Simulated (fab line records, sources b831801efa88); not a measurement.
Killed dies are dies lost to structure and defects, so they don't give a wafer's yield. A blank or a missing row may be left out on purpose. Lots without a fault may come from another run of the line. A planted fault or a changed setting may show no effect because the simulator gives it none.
A struck lot beside a sound one | flow gf180mcu | 14 steps out of a route of 602
Sound: wafers L996.1, L996.2, L996.5. Struck: wafers L111.1, L111.2, L111.3. The cause comes at the end.
At each step with rows: each side's tool, then ch and its chambers, then its first start. Under that, the readings that differ: sound wafers | struck wafers | difference of the means | sigmas: that difference in standard deviations of wafers without a fault.
alike: readings whose means differ by less than 2 such deviations, and words and numbers that are the same on both sides. not compared: withheld readings, readings that some wafer has no value for, bounds like >300 that may hide the same value, and numbers for which the record gives no deviation and whose values overlap.
The two part at a step that has a row with sigmas, a row that says differs or no value, or rows on one side only. Numbers that don't overlap but have no deviation are shown without sigmas and don't part them. A reading that every wafer of one side lacks parts them only if that side has two wafers or more.

GF_V3_OVL_MEAS_15:
  sound on overlay-01, day 23 18:55; struck on overlay-01, day 28 15:13
  alike: V3_OVL
GF_V3_ETCH_16: etches BARC in N2/H2.
  sound on rie_diel-02 ch 0,1,3, day 23 18:56; struck on rie_diel-03 ch 0,2,3, day 28 15:15
  alike: drypump_motor_current_A, n2_flow_sccm, oes_product_au, throttle_valve_pct
GF_V3_ETCH_17: etches SiO2 in C4F8/O2/Ar, stops on TiN, target depth 635 nm.
  sound on rie_diel-02 ch 0,1,3; struck on rie_diel-03 ch 0,2,3
  alike: oes_product_au
then, 4 steps without rows for these wafers: GF_V3_STRIP_18 (strips in O2/N2); GF_V3_STRIP_19 (strips in post etch residue remover, time 1200 s); GF_V3_CLEAN_20 (cleans in DIW); GF_V3_SPUTTER_21 (material Ti, target thk 15 nm, time 80.02 s).
GF_V3_SPUTTER_22: material TiN, target thk 10 nm, time 40 s.
  sound on pvd_sputter-04, day 23 19:40; struck on pvd_sputter-01, day 28 15:59
  alike: cathode_dc_power_W, chamber_pressure_pa, throttle_valve_pct
GF_V3_CVD_23: deposits W, target thk 350 nm, time 104.9 s.
  sound on cvd_w-01 ch 0,1, day 23 19:43; struck on cvd_w-01 ch 0,1, day 28 16:01
  alike: chamber_pressure_Torr, heater_power_outer_w, heater_power_w
GF_V3_RS_MEAS_24: measures by four-point-probe.
  sound on film_metro-01, day 23 19:49; struck on film_metro-04, day 28 16:08
  alike: V3_W_RS
GF_V3_THK_MEAS_25: measures by xrf.
  sound on film_metro-01, day 23 19:56; struck on film_metro-04, day 28 16:15
  alike: V3_W_THK
GF_V3_CMP_26: polishes, stops on SiO2, t overpolish 15.76 s, target thk 0 nm.
  sound on cmp-02 ch 1,3, day 23 20:03; struck on cmp-01 ch 0,1,2, day 28 16:22
  alike: edge_zone_pressure_frac, head_pressure_psi, motor_current_A, overpolish_run_s, slurry_flow_ml_min, time_to_endpoint_s
GF_M4_SPUTTER_00: material Ti, target thk 37.5 nm, time 150 s.
  sound on pvd_sputter-01, day 23 20:18; struck on pvd_sputter-01, day 28 16:37
  no value came back on the struck wafers for cathode_dc_power_W (W), chamber_pressure_pa (Pa), throttle_valve_pct (%); on the sound wafers cathode_dc_power_W (W) reads 4000.1 3999.2 3999.5
then, 1 step without rows for these wafers: GF_M4_SPUTTER_01 (material TiN, target thk 30 nm, time 25 s).

WHERE THEY PART
Only at GF_M4_SPUTTER_00, within this record.

WHY: what the simulator had put in
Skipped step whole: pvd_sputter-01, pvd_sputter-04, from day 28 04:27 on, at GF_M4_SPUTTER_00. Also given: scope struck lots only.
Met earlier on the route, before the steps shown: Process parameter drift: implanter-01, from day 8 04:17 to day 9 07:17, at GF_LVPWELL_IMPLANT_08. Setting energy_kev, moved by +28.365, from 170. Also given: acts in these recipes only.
